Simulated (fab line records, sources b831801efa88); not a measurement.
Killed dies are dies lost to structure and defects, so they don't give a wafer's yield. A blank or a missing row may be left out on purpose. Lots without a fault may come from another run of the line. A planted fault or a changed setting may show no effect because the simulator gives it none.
One fault seen from 2 desks | flow gf180mcu | each desk has only its own numbers; what lay behind them comes last

THE METROLOGY DESK
What the gauges read, lot by lot, whatever tool the lot ran on: means of the sampled wafers that have a number. A lot is out of limits, marked OUT, if its mean lies more than 4 standard deviations from the usual mean; the brackets give that distance.
Columns: A = HV_LDD_02_OVL at GF_HV_LDD_OVL_MEAS_32, usual -0.2 nm; B = HV_LDD_3_TW at GF_HV_LDD_TW_MEAS_38, usual 1436; C = HV_LDD_03_OVL at GF_HV_LDD_OVL_MEAS_47, usual -0.4 nm; D = HV_LDD_RS at GF_HV_LDD_RS_MEAS_53, usual 418.3 ohm/sq
lot  | first seen here | A    | B               | C    | D
L349 | day 11 20:05    | -2.8 | 1462            | -0.4 | 418.4
L353 | day 12 18:11    | 0.3  | 1430            | -2.5 | 418.0
L352 | day 12 22:14    | 0.3  | 1457            | 0.2  | 420.3
L354 | day 13 08:55    | 0.6  | 1455            | -1.0 | 417.8
L356 | day 14 03:59    | 2.2  | 1428            | -2.3 | 418.8
L357 | day 14 07:22    | -1.5 | 1425            | 1.2  | 418.2
L358 | day 14 20:53    | -0.8 | 1428            | 0.5  | 417.2
L360 | day 15 13:17    | 0.5  | 1457            | 0.7  | 418.9
L363 | day 16 17:30    | -1.2 | 1357 (-5.3) OUT | -0.6 | 431.8 (+15) OUT
L362 | day 16 21:22    | -0.3 | 1429            | -0.5 | 418.2
L366 | day 17 14:14    | -0.7 | 1360 (-5.1) OUT | 0.4  | 430.2 (+13) OUT
L369 | day 18 02:19    | 3.0  | 1454            | -1.0 | 417.6
L372 | day 18 19:15    | 1.0  | 1430            | -0.8 | 418.3
This desk's finding: out of limits on L363, L366; first on L363, day 16 18:14 (HV_LDD_3_TW at GF_HV_LDD_TW_MEAS_38). In limits: L349, L353, L352, L354, L356, L357, L358, L360, L362, L369, L372.

THE TOOL OWNER'S DESK: implanter-03
The tool's own readings at GF_HV_LDD_IMPLANT_35: means of the sampled wafers that have a number, for each lot that ran on this tool. A lot is out of limits, marked OUT, if its mean lies more than 4 standard deviations from the usual mean; the brackets give that distance.
Columns: A = beam_on_s at GF_HV_LDD_IMPLANT_35, usual 9.97 s; B = dose_ions_cm2 at GF_HV_LDD_IMPLANT_35, usual 7.499e+12; C = faraday_current_uA at GF_HV_LDD_IMPLANT_35, usual 42.4; D = tilt_deg at GF_HV_LDD_IMPLANT_35, usual 29.996 degrees
lot  | first seen here | A     | B                           | C              | D
L353 | day 12 18:34    | 9.83  | 7.497e+12                   | 43.0           | 29.993
L358 | day 14 21:14    | 9.94  | 7.496e+12                   | 42.6           | 29.990
L360 | day 15 13:37    | 10.01 | 7.500e+12                   | 42.3           | 30.037
L363 | day 16 17:51    | 10.02 | 3.008e+12 (-99 or more) OUT | 17.0 (-31) OUT | 30.024
L366 | day 17 14:35    | 9.82  | 3.026e+12 (-99 or more) OUT | 17.3 (-31) OUT | 29.977
This desk's finding: out of limits on L363, L366; first on L363, day 16 17:51 (dose_ions_cm2 at GF_HV_LDD_IMPLANT_35). In limits: L353, L358, L360.

PUT TOGETHER
The tool owner's desk could have raised an alarm at day 16 17:51, on L363, L366.
The metrology desk could have raised an alarm at day 16 18:14, on L363, L366.
Of the lots named, all ran GF_HV_LDD_IMPLANT_35 on implanter-03.

WHAT THE SIMULATOR HAD PUT IN
Process parameter drift: implanter-03, from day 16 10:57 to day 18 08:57, at GF_HV_LDD_IMPLANT_35. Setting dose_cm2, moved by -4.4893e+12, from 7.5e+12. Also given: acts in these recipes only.
Lots struck among those shown: L363, L366.
Hours from the fault's start to each desk's first reading out of limits: the tool owner's desk, 7; the metrology desk, 7.
